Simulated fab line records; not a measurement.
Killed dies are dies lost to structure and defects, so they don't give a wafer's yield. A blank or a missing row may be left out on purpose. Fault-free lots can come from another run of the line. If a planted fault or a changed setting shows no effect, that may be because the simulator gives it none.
8D (eight disciplines) problem report, filled in by code -- flow gf180mcu -- the parts of the form that need people (team, actions taken, sign-off) are left out

== 1. THE PROBLEM ==
At GF_STI_WET_ETCH_26, run-length-s averages 50 s over 6 wafers from 2 lots, while fault-free wafers read 217 s, standard deviation 4. Measured from the usual mean, that is -42 standard deviations.
The step: etches SiO2 in dHF, target depth 94 nm, time 188 s.
Seen first at day 3 06:07 on wet-bench-03, wafer L612.1. Wafers with a number at this step in the record: 36, from 12 lots. By rule, "out" or "out of limits" means more than 4 standard deviations away from the usual mean. All remaining wafers that have a number are taken as sound.

== 2. WHAT IT IS AND WHAT IT IS NOT ==
question,is,is not
which readings at this step,run-length-s,bath-heat-duty-pct
which lots,"L612, L615","L607, L608, L609, L620, L621, L624, L626, L628, L629, L630"
which wafers of those lots,all that have a number,-
read on which tools,wet-bench-03,"wet-bench-01, wet-bench-04"
when,from day 3 06:07,"up to then (9 sound wafers); but 21 sound wafers of L620, L621, L624, L626, L628, L629, L630 came after"

== 3. THE SUSPECTS, EACH WITH WHAT RULES IT OUT ==
Counting: a tool at a process step up to the reading stays a suspect if it ran every lot that is out and no sound lot after the first of them.
- wet-bench-03 at GF_STI_WET_ETCH_26 (etches SiO2 in dHF, target depth 94 nm, time 188 s): ruled out as a lasting fault. The sound lots L630 went through it after L612, its earliest lot that is out (day 3 06:07).
Left after counting: nothing in the record.

== 4. THE CAUSE (what the simulator had put in) ==
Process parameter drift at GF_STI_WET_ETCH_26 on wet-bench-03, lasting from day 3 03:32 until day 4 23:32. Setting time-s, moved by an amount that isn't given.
Counting ruled it out, wrongly.

== 5. THE EFFECT CHAIN, in route order ==
One row per reading whose mean, taken over the struck wafers that have a number, lies over 3 standard deviations from the usual. Scope: only readings with a usual standard deviation given in the record; hours: median across lots of the time from each lot's start at the first step in this table that gives one to its start at this step; sigmas: change in usual standard deviations.
hours,step,reading,usual,on struck wafers,change,sigmas
0,GF_STI_WET_ETCH_26,run-length-s,217 s,50,-167,-42
Here are the process steps it includes:
- GF_STI_WET_ETCH_26: etches SiO2 in dHF, target depth 94 nm, time 188 s.
Later measuring or inspecting steps at which every struck wafer that the step has a row for has a number for every such reading, and none has moved that far: GF_M4_CD_MEAS_14.

== 6. WHAT WOULD HAVE CAUGHT IT SOONER ==
3 hours passed between the start of the fault at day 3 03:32 and the first reading out of limits in this record, taken at day 3 06:07.
